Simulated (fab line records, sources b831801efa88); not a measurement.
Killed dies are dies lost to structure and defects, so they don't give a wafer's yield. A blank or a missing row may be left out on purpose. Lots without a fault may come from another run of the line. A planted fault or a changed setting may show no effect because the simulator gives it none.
Chamber matching | flow sky130 | SKY_VIA1_CMP_02 on cmp-01: 4 sister chambers
The step polishes SiO2. 4 wafers are shown with their chamber, then 12 later ones without.

WAFERS WITH THEIR CHAMBER
wafer  | chamber | motor_current_A (A)
L087.6 | 0       | 14.2
L092.3 | 1       | 14.5
L092.4 | 3       | 13.1
L092.5 | 2       | 11.6

WAFERS WITHOUT THEIR CHAMBER
wafer  | motor_current_A (A)
L093.1 | 14.2
L093.5 | 14.4
L093.6 | 13.7
L094.3 | 11.4
L094.5 | 13.8
L094.6 | 13.6
L095.2 | 11.1
L095.4 | 13.3
L095.5 | 14.7
L096.4 | 13.4
L096.5 | 13.6
L096.6 | 13.3

WHICH CHAMBER EACH WENT THROUGH
wafer  | from the rows above          | in truth
L093.1 | can't be placed: 0 or 1      | 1
L093.5 | can't be placed: 1 or 0      | 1
L093.6 | can't be placed: 0 or 3 or 1 | 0
L094.3 | 2                            | 2
L094.5 | can't be placed: 0 or 1 or 3 | 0
L094.6 | can't be placed: 3 or 0 or 1 | 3
L095.2 | 2                            | 2
L095.4 | 3                            | 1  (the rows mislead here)
L095.5 | can't be placed: 1 or 0      | 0
L096.4 | can't be placed: 3 or 0      | 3
L096.5 | can't be placed: 3 or 0 or 1 | 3
L096.6 | 3                            | 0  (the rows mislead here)
Placed correctly: 2 of 12. Can't be placed from these rows: 8 (the true chamber is among the candidates in 8). Placed wrongly: 2.
How it was worked out, from the rows above alone: a wafer's distance from a chamber is the root of the sum, over the readings, of the square of ((its reading less the chamber's mean) divided by the reading's scatter). The wafer belongs to the nearest chamber; if the next one is less than 2 further off, it can't be placed. A chamber's mean is the mean of its shown wafers. The scatter: with one shown wafer a chamber, the root of the mean of the squares of how far each hidden wafer lies from its nearest shown one.
